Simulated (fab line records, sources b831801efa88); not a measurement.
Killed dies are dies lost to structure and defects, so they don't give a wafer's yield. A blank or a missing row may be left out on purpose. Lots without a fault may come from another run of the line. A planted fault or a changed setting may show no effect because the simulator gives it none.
Which tool did it? | flow sky130 | 12 lots, 36 wafers sampled, at 1 step of a route of 708

WHAT THE GAUGES READ, wafer by wafer
SKY_FIELD_ISO_CD_MEAS_13: target cd 150 nm.
lot  | measured    | on        | cd_nm (nm)
L075 | day 2 10:22 | cd_sem-02 | 150.4 152.3 151.5
L077 | day 2 20:14 | cd_sem-02 | 149.8 149.0 149.6
L079 | day 3 09:06 | cd_sem-02 | 150.3 150.6 149.2
L081 | day 3 18:37 | cd_sem-01 | 147.8 149.5 148.9
L083 | day 4 03:31 | cd_sem-01 | 147.9 148.4 148.6
L085 | day 4 12:43 | cd_sem-01 | 147.7 148.0 148.3
L087 | day 5 02:51 | cd_sem-01 | 148.4 149.3 148.5
L089 | day 5 11:57 | cd_sem-02 | 148.6 148.8 148.5
L091 | day 6 00:18 | cd_sem-01 | 149.9 152.0 151.4
L093 | day 6 07:46 | cd_sem-01 | 149.0 149.4 148.6
L095 | day 6 17:19 | cd_sem-01 | 149.3 148.8 150.2
L097 | day 7 06:28 | cd_sem-02 | 149.5 150.3 148.6

WHICH TOOL RAN EACH LOT (tool, then ch and the chambers of the sampled wafers, then the start)
The record holds no process step before these readings.

THE ANSWER, worked out from the rows above alone
Rule: what is usual is taken from the lots themselves. Put in order of their means at a reading, lots are off if they are a third of the lots or fewer, leave a main group of 4 or more, and stand apart from it by a gap of 3 or more times the standard deviation of the main group's means; of several such gaps the widest counts. A main group whose means are all the same, to the digits that the tables above print for the reading, isn't used. A lot without any number at a reading at which 4 lots or more have one is off too. The other lots that the step has rows for count as sound.
No lot is off at any reading shown: from this, nothing can be told.

WHAT THE SIMULATOR HAD PUT IN
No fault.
